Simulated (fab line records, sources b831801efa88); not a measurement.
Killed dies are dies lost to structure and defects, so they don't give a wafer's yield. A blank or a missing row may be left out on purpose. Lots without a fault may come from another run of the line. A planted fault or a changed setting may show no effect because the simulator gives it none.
Split-lot experiment | flow gf180mcu | 5 lots, 23 wafers read, on a route of 602 steps

THE SPLIT
At GF_M4_SPUTTER_00 (material Ti, target thk 37.5 nm, time 150 s), the setting chamber_pressure_pa was moved away from the recipe's 2 Pa on 15 of the 23 wafers read, by -11.7% to -4.6%. The other wafers ran this setting at the recipe's value.

The reading is taken at the split's own step.

THE READING
Ti_of_M4_SPUTTER_00.thk_nm (the simulator's own value, which no gauge read), in nm, at GF_M4_SPUTTER_00 (material Ti, target thk 37.5 nm, time 150 s). The file gives no usual value for it. The 8 wafers here that ran the recipe average 37.70 nm, standard deviation 0.21 nm.

wafer  | tool, chamber at the split | chamber_pressure_pa as run, Pa | against the recipe | Ti_of_M4_SPUTTER_00.thk_nm, nm | against lot-mates on the recipe
L074.1 | pvd_sputter-03, -          | 2                              | recipe             | 37.77                          | -
L074.2 | pvd_sputter-03, -          | 2                              | recipe             | 37.82                          | -
L074.3 | pvd_sputter-03, -          | 2                              | recipe             | 37.75                          | -
L074.5 | pvd_sputter-03, -          | 2                              | recipe             | 37.97                          | -
L074.6 | pvd_sputter-03, -          | 2                              | recipe             | 37.35                          | -
L075.2 | pvd_sputter-04, -          | 2                              | recipe             | 37.39                          | -
L075.4 | pvd_sputter-04, -          | 2                              | recipe             | 37.65                          | -
L075.5 | pvd_sputter-04, -          | 2                              | recipe             | 37.86                          | -
L082.2 | pvd_sputter-04, -          | 1.907                          | -4.6%              | 39.32                          | no lot-mate on the recipe
L082.3 | pvd_sputter-04, -          | 1.907                          | -4.6%              | 39.08                          | no lot-mate on the recipe
L082.4 | pvd_sputter-04, -          | 1.907                          | -4.6%              | 39.17                          | no lot-mate on the recipe
L082.5 | pvd_sputter-04, -          | 1.907                          | -4.6%              | 38.42                          | no lot-mate on the recipe
L082.6 | pvd_sputter-04, -          | 1.907                          | -4.6%              | 39.2                           | no lot-mate on the recipe
L083.1 | pvd_sputter-03, -          | 1.766                          | -11.7%             | 40.62                          | no lot-mate on the recipe
L083.2 | pvd_sputter-03, -          | 1.766                          | -11.7%             | 40.11                          | no lot-mate on the recipe
L083.3 | pvd_sputter-03, -          | 1.766                          | -11.7%             | 40.1                           | no lot-mate on the recipe
L083.4 | pvd_sputter-03, -          | 1.766                          | -11.7%             | 39.91                          | no lot-mate on the recipe
L083.5 | pvd_sputter-03, -          | 1.766                          | -11.7%             | 40.5                           | no lot-mate on the recipe
L085.1 | pvd_sputter-02, -          | 1.861                          | -7.0%              | 38.81                          | no lot-mate on the recipe
L085.2 | pvd_sputter-02, -          | 1.861                          | -7.0%              | 38.83                          | no lot-mate on the recipe
L085.5 | pvd_sputter-02, -          | 1.861                          | -7.0%              | 38.83                          | no lot-mate on the recipe
L085.3 | pvd_sputter-02, -          | 1.861                          | -7.0%              | 38.82                          | no lot-mate on the recipe
L085.6 | pvd_sputter-02, -          | 1.861                          | -7.0%              | 38.97                          | no lot-mate on the recipe

THE FIT
A straight line over all 23 wafers: Ti_of_M4_SPUTTER_00.thk_nm changes by -0.209 nm for each +1% of chamber_pressure_pa; r = -0.94; the points scatter about the line by 0.34 nm.
Too few moved wafers have a lot-mate on the recipe to fit a line with each lot's own level taken away.

THE FILE'S OWN FIT
Ti_of_M4_SPUTTER_00.thk_nm changes by -0.209 nm for each +1% of chamber_pressure_pa, r = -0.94.
